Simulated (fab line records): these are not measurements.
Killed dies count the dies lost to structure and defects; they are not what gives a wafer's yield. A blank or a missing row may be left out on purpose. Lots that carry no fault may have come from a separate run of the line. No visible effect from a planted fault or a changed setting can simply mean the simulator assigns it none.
fab line records	flow sky130
record: lots: 5	wafers: 23
route steps=708 shown LOCAL_INTERCONNECT@401 CONTACT@415 METAL1@436 VIA1@458 METAL2@484 VIA2@528 METAL3@536
start-h: hours from the record's first day to the start of the lot's first wafer shown	wait-h: how many hours have passed since the lot's step before this one	" as in the row above	L1.1+2: a row that stands for several wafers	- value missing, or start not given	* or withheld: withheld	< > ~ a bound
route shown NAME@n: a module of which the file shows steps, and the number in the route of the first	usual: the fault-free wafers' mean and standard deviation	same: alike in all rows	chamber/n: place in a boat	sites: each site's reading	_std_site: the standard deviation of these	_edge_site: outer sites' mean less inner sites'	radius-mm: how far each site lies from the wafer's centre	mask NAME#n: copy n	behind: the last tool/chamber to shape the wafer	hold: cause of the lot's hold/its duration in hours/its outcome	device: the transistor (n, p or np) that didn't switch	end of line: the same wafers' tests at the end of the route	a step given without rows: its recipe and nothing more	killed: dies lost to structure and defects at the first sort, not the wafer's yield	map: dies across one wafer; x = killed, . = not, _ = none there
set.NAME: the setting as run; set.NAME@STEP: as run at that earlier step	model.NAME: the simulator's own value behind a step, which no gauge read
lots with deliberately changed settings; one table per step, one row per wafer
== steps ==
step: SKY_LOCAL_INTERCONNECT_METAL_ETCH_14
recipe: target-depth-nm: 110	stop-on: PSG	chemistry: Cl2/BCl3	target: TiN	resist-sidewall-deg: 88	pressure-mtorr: 10	icp-w: 900	bias-w: 48.5	Cl2_flow_sccm: 60	bcl3-flow-sccm: 30	time-s: 31.4
usual: oes-product-au: 0.914/0.0087
lot.wafer	tool	chamber	start-h	wait-h	set.time-s	oes-product-au
L075.1	rie-metal-02	1	729.22	0.0	31.4	0.906
L075.2	"	0	"	"	28.01	0.971
L075.3	"	1	"	"	28.01	0.968
L075.4	"	0	"	"	28.01	0.972
L075.6	"	1	"	"	31.4	0.899
L078.1	rie-metal-03	0	760.52	0.0	33.32	0.906
L078.2	"	1	"	"	31.4	0.929
L078.3	"	1	"	"	33.32	0.903
L078.4	"	0	"	"	31.4	0.921
L078.6	"	0	"	"	33.32	0.916
L079.2	rie-metal-02	1	766.24	0.0	30.09	0.943
L079.3	"	1	"	"	31.4	0.906
L079.4	"	0	"	"	30.09	0.930
L079.5	"	1	"	"	31.4	0.902
L079.6	"	0	"	"	30.09	0.926
L080.1	rie-metal-03	1	777.19	0.0	31.4	0.922
L080.5	"	1	"	"	31.4	0.928
L080.6	"	0	"	"	31.4	0.918
L081.1	rie-metal-01	0	777.36	0.0	31.4	0.917
L081.2	"	1	"	"	31.4	0.918
L081.4	"	0	"	"	31.4	0.920
L081.5	"	1	"	"	31.4	0.912
L081.6	"	0	"	"	31.4	0.924
step: SKY_CONTACT_COAT_09
recipe: resist: KrF-thick	spin-rpm: 3000	resist-thk-nm: 450
lot.wafer	tool	chamber	start-h	wait-h	set.resist-thk-nm	model.KrF-thick_of_CONTACT_COAT_09.thk-nm
L075.1	litho-track-02	0	-	-	450	447.6
L075.2	"	0	"	"	450	449.1
L075.3	"	0	"	"	450	448.3
L075.4	"	0	"	"	450	448.6
L075.6	"	0	"	"	450	448.8
L078.1	litho-track-04	0	-	-	450	450
L078.2	"	0	"	"	466.5	465.4
L078.3	"	0	"	"	466.5	467.1
L078.4	"	0	"	"	466.5	467.3
L078.6	"	0	"	"	450	449.3
L079.2	litho-track-02	0	-	-	450	451.3
L079.3	"	0	"	"	463.2	463.2
L079.4	"	0	"	"	463.2	465.2
L079.5	"	0	"	"	450	450.6
L079.6	"	0	"	"	450	449.3
L080.1	litho-track-02	0	-	-	450	452.6
L080.5	"	0	"	"	450	452.4
L080.6	"	0	"	"	450	452
L081.1	litho-track-04	0	-	-	450	449.9
L081.2	"	0	"	"	450	448.6
L081.4	"	0	"	"	450	448.2
L081.5	"	0	"	"	475.8	473.6
L081.6	"	0	"	"	475.8	475.2
step: SKY_CONTACT_ETCH_17
recipe: target: SiO2	chemistry: C4F8/O2/Ar	stop-on: Si3N4	mask-material: KrF-thick	source-w: 1500	bias-w: 1200	pressure-mtorr: 40	c4f8-flow-sccm: withheld	O2_flow_sccm: 6	Ar_flow_sccm: 300	time-s: withheld	target-depth-a: 3400
lot.wafer	tool	chamber	start-h	wait-h	set.bias-w	set.resist-thk-nm@CONTACT_COAT_09	model.KrF-thick_of_CONTACT_COAT_09.thk-nm
L075.1	rie-diel-01	2	758.59	0.0	1200	450	326.4
L075.2	"	1	"	"	1200	450	326.7
L075.3	"	0	"	"	1306	450	323.7
L075.4	"	1	"	"	1200	450	326.2
L075.6	"	2	"	"	1306	450	326
L078.1	rie-diel-01	2	788.48	0.0	1200	450	330.7
L078.2	"	1	"	"	1200	466.5	345.5
L078.3	"	0	"	"	1200	466.5	347.2
L078.4	"	3	"	"	1200	466.5	346.1
L078.6	"	1	"	"	1200	450	329.4
L079.2	rie-diel-03	0	794.54	0.0	1200	450	327.2
L079.3	"	2	"	"	1200	463.2	341.9
L079.4	"	1	"	"	1200	463.2	344.2
L079.5	"	1	"	"	1200	450	330.1
L079.6	"	2	"	"	1200	450	327.8
L080.1	rie-diel-01	3	804.99	0.0	1200	450	331.7
L080.5	"	2	"	"	1200	450	332.4
L080.6	"	3	"	"	1200	450	330.8
L081.1	rie-diel-03	3	805.34	0.0	1200	450	328.9
L081.2	"	0	"	"	1320	450	322.8
L081.4	"	2	"	"	1200	450	327.2
L081.5	"	3	"	"	1200	475.8	351.5
L081.6	"	0	"	"	1320	475.8	349
step: SKY_CONTACT_ETCH_18
recipe: target: Si3N4	chemistry: CHF3/O2	stop-on: TiN	source-w: 600	bias-w: 200	pressure-mtorr: 40	chf3-flow-sccm: 50	O2_flow_sccm: 5	time-s: 39	target-depth-a: 750
lot.wafer	tool	chamber	start-h	wait-h	set.resist-thk-nm@CONTACT_COAT_09	model.KrF-thick_of_CONTACT_COAT_09.thk-nm
L075.1	rie-diel-01	2	-	-	450	243.4
L075.2	"	1	"	"	450	243.1
L075.3	"	0	"	"	450	239
L075.4	"	1	"	"	450	242.2
L075.6	"	2	"	"	450	243.2
L078.1	rie-diel-01	2	-	-	450	247.6
L078.2	"	1	"	"	466.5	262.1
L078.3	"	0	"	"	466.5	264.4
L078.4	"	3	"	"	466.5	261.8
L078.6	"	1	"	"	450	245.8
L079.2	rie-diel-03	0	-	-	450	241.2
L079.3	"	2	"	"	463.2	258.7
L079.4	"	1	"	"	463.2	259.4
L079.5	"	1	"	"	450	246.9
L079.6	"	2	"	"	450	244
L080.1	rie-diel-01	3	-	-	450	248.7
L080.5	"	2	"	"	450	249.7
L080.6	"	3	"	"	450	246.9
L081.1	rie-diel-03	3	-	-	450	244.9
L081.2	"	0	"	"	450	236.4
L081.4	"	2	"	"	450	242.4
L081.5	"	3	"	"	475.8	266.5
L081.6	"	0	"	"	475.8	262.7
step: SKY_CONTACT_STRIP_19
recipe: chemistry: O2/N2	power-w: 1400	pressure-mtorr: 1500	platen-temp-c: withheld	o2-flow-sccm: 3000	n2-flow-sccm: 300	overash-fraction: 0.5
usual: strip-time-to-endpoint-s: 3.630/0.03
lot.wafer	tool	chamber	start-h	wait-h	set.resist-thk-nm@CONTACT_COAT_09	strip-time-to-endpoint-s
L075.1	plasma-asher-01	0	758.68	-	450	3.616
L075.2	"	1	"	"	450	3.607
L075.3	"	1	"	"	450	3.580
L075.4	"	0	"	"	450	3.609
L075.6	"	0	"	"	450	3.609
L078.1	plasma-asher-01	0	788.57	-	450	3.655
L078.2	"	1	"	"	466.5	3.823
L078.3	"	0	"	"	466.5	3.847
L078.4	"	1	"	"	466.5	3.823
L078.6	"	1	"	"	450	3.647
L079.2	plasma-asher-04	1	794.63	-	450	3.606
L079.3	"	1	"	"	463.2	3.782
L079.4	"	0	"	"	463.2	3.785
L079.5	"	1	"	"	450	3.664
L079.6	"	0	"	"	450	3.635
L080.1	plasma-asher-04	1	805.08	-	450	3.678
L080.5	"	1	"	"	450	3.698
L080.6	"	0	"	"	450	3.646
L081.1	plasma-asher-01	1	805.43	-	450	3.641
L081.2	"	0	"	"	450	3.552
L081.4	"	1	"	"	450	3.618
L081.5	"	1	"	"	475.8	3.868
L081.6	"	0	"	"	475.8	3.834
step: SKY_METAL1_SPUTTER_02
recipe: material: AlCu	target-thk-nm: 250	power-w: 10600	time-s: 13.3	chamber-pressure-pa: 0.4
lot.wafer	tool	chamber	start-h	wait-h	set.power-w	model.AlCu_of_METAL1_SPUTTER_02.thk-nm
L075.1	pvd-sputter-02	-	760.01	0.0	9502	225.2
L075.2	"	-	"	"	9502	223.8
L075.3	"	-	"	"	10600	250.3
L075.4	"	-	"	"	10600	249.8
L075.6	"	-	"	"	10600	250.1
L078.1	pvd-sputter-02	-	789.86	0.0	10600	248.6
L078.2	"	-	"	"	10600	249.9
L078.3	"	-	"	"	10600	248
L078.4	"	-	"	"	10600	249.5
L078.6	"	-	"	"	10600	249.8
L079.2	pvd-sputter-02	-	795.92	0.0	10600	250.7
L079.3	"	-	"	"	11740	279.1
L079.4	"	-	"	"	10600	251.4
L079.5	"	-	"	"	11740	280.3
L079.6	"	-	"	"	11740	278.3
L080.1	pvd-sputter-02	-	806.41	0.0	10600	254.6
L080.5	"	-	"	"	10600	253.8
L080.6	"	-	"	"	10600	253.9
L081.1	pvd-sputter-01	-	806.76	0.0	11230	265.2
L081.2	"	-	"	"	11230	262.4
L081.4	"	-	"	"	10600	244.9
L081.5	"	-	"	"	10600	248.2
L081.6	"	-	"	"	10600	247.7
step: SKY_METAL1_SPUTTER_03
recipe: material: Ti	target-thk-nm: 5	power-w: 3000	time-s: 3.3	chamber-pressure-pa: 0.4
step: SKY_METAL1_SPUTTER_04
recipe: material: TiN	target-thk-nm: 70	power-w: 6500	time-s: 58.3	chamber-pressure-pa: 0.4
step: SKY_METAL1_RS_MEAS_05
recipe: thk-meas-gauge: four-point-probe	reads: TiN_of_METAL1_SPUTTER_04+Ti_of_METAL1_SPUTTER_03+AlCu_of_METAL1_SPUTTER_02+TiN_of_METAL1_SPUTTER_01+Ti_of_METAL1_SPUTTER_00
usual: METAL1_ALCU_RS: 0.1258/0.0013
lot.wafer	tool	chamber	start-h	wait-h	set.power-w@METAL1_SPUTTER_02	METAL1_ALCU_RS[ohm/sq]
L075.1	film-metro-01	-	760.10	0.0	9502	0.1411
L075.2	"	-	"	"	9502	0.1425
L075.3	"	-	"	"	10600	0.1264
L075.4	"	-	"	"	10600	0.1269
L075.6	"	-	"	"	10600	0.1266
L078.1	film-metro-02	-	789.95	0.0	10600	0.1277
L078.2	"	-	"	"	10600	0.1267
L078.3	"	-	"	"	10600	0.1278
L078.4	"	-	"	"	10600	0.1271
L078.6	"	-	"	"	10600	0.1266
L079.2	film-metro-02	-	796.03	0.0	10600	0.1262
L079.3	"	-	"	"	11740	0.1128
L079.4	"	-	"	"	10600	0.1262
L079.5	"	-	"	"	11740	0.1127
L079.6	"	-	"	"	11740	0.1133
L080.1	film-metro-02	-	806.50	0.0	10600	0.1245
L080.5	"	-	"	"	10600	0.1247
L080.6	"	-	"	"	10600	0.1246
L081.1	film-metro-01	-	806.85	0.0	11230	0.1195
L081.2	"	-	"	"	11230	0.1205
L081.4	"	-	"	"	10600	0.1295
L081.5	"	-	"	"	10600	0.1276
L081.6	"	-	"	"	10600	0.1281
step: SKY_METAL1_THK_MEAS_06
recipe: thk-meas-gauge: xrf	reads: AlCu_of_METAL1_SPUTTER_02
usual: METAL1_ALCU_THK: 255/3
lot.wafer	tool	chamber	start-h	wait-h	set.power-w@METAL1_SPUTTER_02	METAL1_ALCU_THK[nm]
L075.1	film-metro-01	-	760.22	0.1	9502	228
L075.2	"	-	"	"	9502	226
L075.3	"	-	"	"	10600	253
L075.4	"	-	"	"	10600	250
L075.6	"	-	"	"	10600	251
L078.1	film-metro-02	-	790.07	0.1	10600	251
L078.2	"	-	"	"	10600	253
L078.3	"	-	"	"	10600	253
L078.4	"	-	"	"	10600	251
L078.6	"	-	"	"	10600	252
L079.2	film-metro-02	-	796.14	0.1	10600	254
L079.3	"	-	"	"	11740	284
L079.4	"	-	"	"	10600	255
L079.5	"	-	"	"	11740	284
L079.6	"	-	"	"	11740	283
L080.1	film-metro-02	-	806.62	0.1	10600	258
L080.5	"	-	"	"	10600	257
L080.6	"	-	"	"	10600	256
L081.1	film-metro-01	-	806.97	0.1	11230	265
L081.2	"	-	"	"	11230	261
L081.4	"	-	"	"	10600	245
L081.5	"	-	"	"	10600	248
L081.6	"	-	"	"	10600	248
step: SKY_VIA1_HDPCVD_00
recipe: material: SiO2	target-thk-nm: 1030	sigma-open-frac: 0.3	time-s: 171.7	temp-c: 400	sih4-flow-sccm: 60	pressure-mtorr: 6
lot.wafer	tool	chamber	start-h	wait-h	set.sih4-flow-sccm	model.SiO2_of_VIA1_HDPCVD_00.thk-nm
L075.1	hdpcvd-01	0	787.37	0.0	60	1031
L075.2	"	2	"	"	63.45	-
L075.3+4	"	0,2	"	"	60	-
L075.6	"	2	"	"	63.45	1082
L078.1	hdpcvd-02	0	816.73	0.0	68.78	1179
L078.2+4	"	2	"	"	68.78	-
L078.3	"	1	"	"	60	1034
L078.6	"	1	"	"	60	-
L079.2	hdpcvd-02	0	823.01	0.0	60	-
L079.3+6	"	1,0	"	"	53	-
L079.4	"	1	"	"	60	1039
L079.5	"	2	"	"	60	1038
L080.1	hdpcvd-02	2	833.52	0.0	60	1032
L080.5	"	1	"	"	60	1045
L080.6	"	2	"	"	60	1027
L081.1	hdpcvd-01	0	834.04	0.0	55.87	-
L081.2	"	1	"	"	60	1063
L081.4	"	2	"	"	55.87	1002
L081.5	"	1	"	"	60	-
L081.6	"	0	"	"	60	1057
step: SKY_VIA1_THK_MEAS_01
recipe: reads: SiO2_of_VIA1_HDPCVD_00
usual: VIA1_HDPCVD_THK: 1035/12
lot.wafer	tool	chamber	start-h	wait-h	set.sih4-flow-sccm@VIA1_HDPCVD_00	VIA1_HDPCVD_THK[nm]
L075.1	film-metro-04	-	787.54	0.1	60	1031
L075.2	"	-	"	"	63.45	1080
L075.3	"	-	"	"	60	1020
L075.4	"	-	"	"	60	1031
L075.6	"	-	"	"	63.45	1080
L078.1	film-metro-04	-	816.84	0.1	68.78	1179
L078.2	"	-	"	"	68.78	1198
L078.3	"	-	"	"	60	1035
L078.4	"	-	"	"	68.78	1183
L078.6	"	-	"	"	60	1031
L079.2	film-metro-02	-	823.13	0.1	60	1034
L079.3	"	-	"	"	53	916
L079.4	"	-	"	"	60	1040
L079.5	"	-	"	"	60	1038
L079.6	"	-	"	"	53	918
L080.1	film-metro-02	-	833.63	0.1	60	1032
L080.5	"	-	"	"	60	1046
L080.6	"	-	"	"	60	1028
L081.1	film-metro-04	-	834.15	0.1	55.87	990
L081.2	"	-	"	"	60	1062
L081.4	"	-	"	"	55.87	1002
L081.5	"	-	"	"	60	1064
L081.6	"	-	"	"	60	1057
step: SKY_METAL2_SPUTTER_01
recipe: material: TiN	target-thk-nm: 20	power-w: 6500	time-s: 16.7	chamber-pressure-pa: 0.4
lot.wafer	tool	chamber	start-h	wait-h	set.time-s	model.TiN_of_METAL2_SPUTTER_01.thk-nm
L075.1	pvd-sputter-01	-	816.50	0.0	16.7	19.59
L075.2	"	-	"	"	14.76	17.58
L075.3	"	-	"	"	14.76	17.26
L075.4	"	-	"	"	16.7	19.39
L075.6	"	-	"	"	16.7	19.77
L078.1	pvd-sputter-01	-	844.67	0.0	16.7	19.69
L078.2	"	-	"	"	15.78	18.8
L078.3	"	-	"	"	16.7	19.86
L078.4	"	-	"	"	15.78	18.92
L078.6	"	-	"	"	15.78	18.76
L079.2	pvd-sputter-01	-	850.77	0.0	15.53	18.14
L079.3	"	-	"	"	15.53	18.26
L079.4	"	-	"	"	16.7	19.66
L079.5	"	-	"	"	16.7	19.44
L079.6	"	-	"	"	15.53	18.12
L080.1	pvd-sputter-02	-	860.87	0.0	16.7	20.44
L080.5	"	-	"	"	16.7	20.19
L080.6	"	-	"	"	16.7	20.2
L081.1	pvd-sputter-01	-	861.52	0.0	16.7	19.97
L081.2	"	-	"	"	16.7	19.48
L081.4	"	-	"	"	16.7	19.35
L081.5	"	-	"	"	16.7	19.52
L081.6	"	-	"	"	16.7	19.57
step: SKY_METAL2_SPUTTER_04
recipe: material: TiN	target-thk-nm: 70	power-w: 6500	time-s: 58.3	chamber-pressure-pa: 0.4
lot.wafer	tool	chamber	start-h	wait-h	set.power-w	model.TiN_of_METAL2_SPUTTER_04.thk-nm
L075.1	pvd-sputter-01	-	816.57	0.0	6500	71.67
L075.2	"	-	"	"	6500	70.27
L075.3	"	-	"	"	5946	64.47
L075.4	"	-	"	"	5946	65.64
L075.6	"	-	"	"	6500	70.44
L078.1	pvd-sputter-01	-	844.74	0.0	6500	70.03
L078.2	"	-	"	"	6500	69.75
L078.3	"	-	"	"	6500	70.95
L078.4	"	-	"	"	6740	71.93
L078.6	"	-	"	"	6740	73.07
L079.2	pvd-sputter-01	-	850.84	0.0	6500	71.36
L079.3	"	-	"	"	6238	67.3
L079.4	"	-	"	"	6500	70.17
L079.5	"	-	"	"	6238	68.77
L079.6	"	-	"	"	6500	70.62
L080.1	pvd-sputter-02	-	860.94	0.0	6500	70.02
L080.5	"	-	"	"	6500	70
L080.6	"	-	"	"	6500	69.97
L081.1	pvd-sputter-01	-	861.59	0.0	5776	63.06
L081.2	"	-	"	"	6500	70.91
L081.4	"	-	"	"	6500	69.85
L081.5	"	-	"	"	5776	63.3
L081.6	"	-	"	"	6500	71.38
step: SKY_METAL2_METAL_ETCH_19
recipe: target-depth-a: 3600	stop-on: SiO2	over-etch-frac: 0.3	time-s: 78	chemistry: Cl2/BCl3	resist-sidewall-deg: 88	pressure-mtorr: 10	icp-w: 900	bias-w: 48.5	Cl2_flow_sccm: 60	bcl3-flow-sccm: 30
usual: oes-product-au: 0.855/0.006
lot.wafer	tool	chamber	start-h	wait-h	set.over-etch-frac	oes-product-au	model.KrF-thick_of_METAL2_COAT_10.thk-nm
L075.1	rie-metal-03	0	843.00	0.1	0.3	0.855	162.9
L075.2	"	0	"	"	0.3	0.861	-
L075.3	"	0	"	"	0.3	0.841	-
L075.4	"	0	"	"	0.3	0.849	-
L075.6	"	0	"	"	0.3	0.857	164.4
L078.1	rie-metal-01	0	870.36	0.0	0.3	0.853	156.8
L078.2	"	1	"	"	0.3881	0.827	-
L078.3	"	0	"	"	0.3	0.856	155.2
L078.4	"	1	"	"	0.3881	0.826	-
L078.6	"	0	"	"	0.3	0.862	-
L079.2	rie-metal-04	0	876.03	0.0	0.3	0.849	-
L079.3	"	0	"	"	0.3	0.850	-
L079.4	"	1	"	"	0.3	0.853	155.1
L079.5	"	0	"	"	0.2537	0.872	163.6
L079.6	"	1	"	"	0.2537	0.875	-
L080.1	rie-metal-04	1	886.55	0.0	0.3	0.867	153.8
L080.5	"	1	"	"	0.3	0.856	156.6
L080.6	"	0	"	"	0.3	0.860	155
L081.1	rie-metal-01	0	887.66	0.0	0.3467	0.829	-
L081.2	"	1	"	"	0.3	0.855	150
L081.4	"	0	"	"	0.3467	0.829	145.3
L081.5	"	1	"	"	0.3	0.846	-
L081.6	"	0	"	"	0.3467	0.848	144
step: SKY_METAL2_STRIP_20
recipe: chemistry: O2/N2	power-w: 1400	pressure-mtorr: 1500	platen-temp-c: withheld	o2-flow-sccm: 3000	n2-flow-sccm: 300	overash-fraction: 0.5
usual: strip-time-to-endpoint-s: 2.69/0.048
lot.wafer	tool	chamber	start-h	wait-h	set.over-etch-frac@METAL2_METAL_ETCH_19	strip-time-to-endpoint-s
L075.1	plasma-asher-02	1	843.18	0.1	0.3	2.75
L075.2	"	0	"	"	0.3	2.80
L075.3	"	0	"	"	0.3	2.72
L075.4	"	1	"	"	0.3	2.76
L075.6	"	0	"	"	0.3	2.76
L078.1	plasma-asher-02	0	870.45	0.1	0.3	2.68
L078.2	"	1	"	"	0.3881	2.46
L078.3	"	0	"	"	0.3	2.64
L078.4	"	1	"	"	0.3881	2.47
L078.6	"	1	"	"	0.3	2.69
L079.2	plasma-asher-02	0	876.12	0.1	0.3	2.68
L079.3	"	1	"	"	0.3	2.66
L079.4	"	0	"	"	0.3	2.68
L079.5	"	1	"	"	0.2537	2.75
L079.6	"	0	"	"	0.2537	2.77
L080.1	plasma-asher-04	1	886.64	0.1	0.3	2.63
L080.5	"	0	"	"	0.3	2.68
L080.6	"	1	"	"	0.3	2.65
L081.1	plasma-asher-04	0	887.75	0.1	0.3467	2.55
L081.2	"	1	"	"	0.3	2.59
L081.4	"	1	"	"	0.3467	2.54
L081.5	"	0	"	"	0.3	2.61
L081.6	"	1	"	"	0.3467	2.53
step: SKY_VIA2_CVD_21
recipe: material: W	target-thk-nm: 420	time-s: 126.4	temp-c: 400	pressure-torr: 40
lot.wafer	tool	chamber	start-h	wait-h	set.pressure-torr	model.W_of_VIA2_CVD_21.thk-nm
L075.1	cvd-w-01	0	870.75	0.0	34.97	403.4
L075.2	"	1	"	"	34.97	388.6
L075.3	"	1	"	"	34.97	389.1
L075.4	"	0	"	"	34.97	402.4
L075.6	"	0	"	"	34.97	393.1
L078.1	cvd-w-02	1	897.48	0.0	40	425
L078.2	"	0	"	"	40	422.7
L078.3	"	1	"	"	40	422.9
L078.4	"	0	"	"	40	421.6
L078.6	"	1	"	"	40	417.3
L079.2	cvd-w-01	1	903.44	0.0	37.01	395.7
L079.3	"	0	"	"	37.01	408.9
L079.4	"	1	"	"	37.01	400.2
L079.5	"	1	"	"	37.01	392.7
L079.6	"	0	"	"	37.01	412.7
L080.1	cvd-w-02	1	913.68	0.0	40	413.6
L080.5	"	1	"	"	40	423
L080.6	"	0	"	"	40	414.3
L081.1	cvd-w-02	0	915.79	0.0	38.38	410.4
L081.2	"	1	"	"	38.38	415.6
L081.4	"	0	"	"	38.38	408.4
L081.5	"	0	"	"	38.38	402.8
L081.6	"	1	"	"	38.38	408
step: SKY_METAL3_SPUTTER_04
recipe: material: TiN	target-thk-nm: 70	power-w: 6500	time-s: 58.3	chamber-pressure-pa: 0.4
lot.wafer	tool	chamber	start-h	wait-h	set.power-w	model.TiN_of_METAL3_SPUTTER_04.thk-nm
L075.1	pvd-sputter-02	-	871.47	0.0	6500	70.72
L075.2	"	-	"	"	6871	74.25
L075.3	"	-	"	"	6500	70.83
L075.4	"	-	"	"	6871	74.45
L075.6	"	-	"	"	6500	70.92
L078.1	pvd-sputter-02	-	898.20	0.0	6500	70.01
L078.2	"	-	"	"	6500	68.9
L078.3	"	-	"	"	6500	69.3
L078.4	"	-	"	"	6500	69.88
L078.6	"	-	"	"	6500	69.86
L079.2	pvd-sputter-02	-	904.15	0.0	7180	76.83
L079.3	"	-	"	"	6500	69.5
L079.4	"	-	"	"	6500	70.15
L079.5	"	-	"	"	7180	76.87
L079.6	"	-	"	"	6500	69.72
L080.1	pvd-sputter-02	-	914.39	0.0	6500	69.16
L080.5	"	-	"	"	6500	70.86
L080.6	"	-	"	"	6500	69.38
L081.1	pvd-sputter-04	-	916.67	0.0	6500	70.25
L081.2	"	-	"	"	6500	70.19
L081.4	"	-	"	"	6500	69.04
L081.5	"	-	"	"	5919	63.84
L081.6	"	-	"	"	5919	63.72
== key ==
split: step: SKY_LOCAL_INTERCONNECT_METAL_ETCH_14	setting: time-s	stated: 31.4	by: wafer
response: step: SKY_LOCAL_INTERCONNECT_METAL_ETCH_14	reading: oes-product-au	change: -0.00559	per: 1%	r: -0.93
split: step: SKY_CONTACT_COAT_09	setting: resist-thk-nm	stated: 450	by: wafer
response: step: SKY_CONTACT_COAT_09	reading: model.KrF-thick_of_CONTACT_COAT_09.thk-nm	change: +4.53	per: 1%	r: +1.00
response: step: SKY_CONTACT_ETCH_17	reading: model.KrF-thick_of_CONTACT_COAT_09.thk-nm	change: +4.37	per: 1%	r: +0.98
response: step: SKY_CONTACT_ETCH_18	reading: model.KrF-thick_of_CONTACT_COAT_09.thk-nm	change: +4.32	per: 1%	r: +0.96
response: step: SKY_CONTACT_STRIP_19	reading: strip-time-to-endpoint-s	change: *	per: 1%	r: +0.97
split: step: SKY_CONTACT_ETCH_17	setting: bias-w	stated: 1200	by: wafer
response none clear
split: step: SKY_METAL1_SPUTTER_02	setting: power-w	stated: 10600	by: wafer
response: step: SKY_METAL1_SPUTTER_02	reading: model.AlCu_of_METAL1_SPUTTER_02.thk-nm	change: +2.59	per: 1%	r: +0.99
response: step: SKY_METAL1_RS_MEAS_05	reading: METAL1_ALCU_RS	change: -0.00135	per: 1%	r: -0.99
response: step: SKY_METAL1_THK_MEAS_06	reading: METAL1_ALCU_THK	change: +2.55	per: 1%	r: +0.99
split: step: SKY_VIA1_HDPCVD_00	setting: sih4-flow-sccm	stated: 60	by: wafer
response: step: SKY_VIA1_HDPCVD_00	reading: model.SiO2_of_VIA1_HDPCVD_00.thk-nm	change: +9.49	per: 1%	r: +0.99
response: step: SKY_VIA1_THK_MEAS_01	reading: VIA1_HDPCVD_THK	change: +10.2	per: 1%	r: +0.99
split: step: SKY_METAL2_SPUTTER_01	setting: time-s	stated: 16.7	by: wafer
response: step: SKY_METAL2_SPUTTER_01	reading: model.TiN_of_METAL2_SPUTTER_01.thk-nm	change: +0.187	per: 1%	r: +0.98
split: step: SKY_METAL2_SPUTTER_04	setting: power-w	stated: 6500	by: wafer
response: step: SKY_METAL2_SPUTTER_04	reading: model.TiN_of_METAL2_SPUTTER_04.thk-nm	change: +0.671	per: 1%	r: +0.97
split: step: SKY_METAL2_METAL_ETCH_19	setting: over-etch-frac	stated: 0.3	by: wafer
response: step: SKY_METAL2_METAL_ETCH_19	reading: oes-product-au	change: -0.0011	per: 1%	r: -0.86
response: step: SKY_METAL2_METAL_ETCH_19	reading: model.KrF-thick_of_METAL2_COAT_10.thk-nm	change: -0.43	per: 1%	r: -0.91
response: step: SKY_METAL2_STRIP_20	reading: strip-time-to-endpoint-s	change: *	per: 1%	r: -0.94
split: step: SKY_VIA2_CVD_21	setting: pressure-torr	stated: 40	by: lot
response: step: SKY_VIA2_CVD_21	reading: model.W_of_VIA2_CVD_21.thk-nm	change: +2	per: 1%	r: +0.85
split: step: SKY_METAL3_SPUTTER_04	setting: power-w	stated: 6500	by: wafer
response: step: SKY_METAL3_SPUTTER_04	reading: model.TiN_of_METAL3_SPUTTER_04.thk-nm	change: +0.667	per: 1%	r: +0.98
